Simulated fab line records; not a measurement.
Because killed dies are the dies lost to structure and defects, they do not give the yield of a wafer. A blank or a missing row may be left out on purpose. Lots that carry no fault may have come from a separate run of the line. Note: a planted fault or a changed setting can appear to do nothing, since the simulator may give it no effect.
2 desks looking at one fault    flow gf180mcu    only its own numbers are on each desk; what lay behind them is given at the end

## DESK OF THE TOOL OWNER: pecvd-04
The tool's own readings at GF_V3_CVD_02 (deposits SiO2 from TEOS, target thk 850 nm, time 94.851 s): means of the sampled wafers that have a number, for each lot that ran on this tool. Marked OUT: a lot whose mean sits more than 4 standard deviations from the usual mean, which makes it out of limits; the brackets give that distance.
Columns: A = heater_power_w at GF_V3_CVD_02, usual 637 W; B = susceptor_temp_C at GF_V3_CVD_02, usual 400.01 C
lot   first seen here  A    B
L999  day 22 19:34     788  399.67
L104  day 24 13:49     676  399.95
L105  day 24 21:52     677  400.20
L106  day 25 07:44     657  400.31
L114  day 27 18:14     696  400.26
This desk found nothing out of limits on any of the 5 lots.

## THE METROLOGY DESK
Lot by lot, what the gauges showed, no matter which tool ran the lot: averages of those sampled wafers that carry a number. Marked OUT: a lot whose mean sits more than 4 standard deviations from the usual mean, which makes it out of limits; the brackets give that distance.
Columns: A = V2_CVD_00_THK at GF_V2_THK_MEAS_01, usual 597 nm; B = M3_ALCU_THK at GF_M3_THK_MEAS_06, usual 451 nm; C = V3_CVD_02_THK at GF_V3_THK_MEAS_03, usual 849 nm
lot   first seen here  A    B    C
L999  day 20 18:43     597  456  864
L104  day 22 14:32     590  455  906 (+4.7) OUT
L105  day 22 21:25     594  454  895
L106  day 23 08:53     605  450  897
L111  day 24 18:34     608  456  849
L112  day 25 03:52     596  453  841
L113  day 25 14:44     587  453  847
L114  day 25 21:49     581  448  860
L115  day 26 01:23     584  453  847
L117  day 26 17:30     603  453  852
L118  day 27 09:02     609  448  836
This desk reports L104 out of limits; the earliest was L104 at day 24 13:53 (V3_CVD_02_THK at GF_V3_THK_MEAS_03). In limits: L999, L105, L106, L111, L112, L113, L114, L115, L117, L118.

## ALL TOGETHER
At day 24 13:53 the metrology desk could have sounded an alarm, on L104.
The tool owner's desk saw nothing out of limits.
On record at the tool owner's desk: L104, within its limits.
Every lot named ran GF_V3_CVD_02 on pecvd-04.

## WHAT THE SIMULATOR HAD INSERTED
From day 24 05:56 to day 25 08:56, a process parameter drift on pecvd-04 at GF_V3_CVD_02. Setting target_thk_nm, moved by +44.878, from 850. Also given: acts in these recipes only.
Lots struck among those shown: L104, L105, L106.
Per desk, hours elapsed from the start of the fault to the first reading out of limits: for the metrology desk, 8.
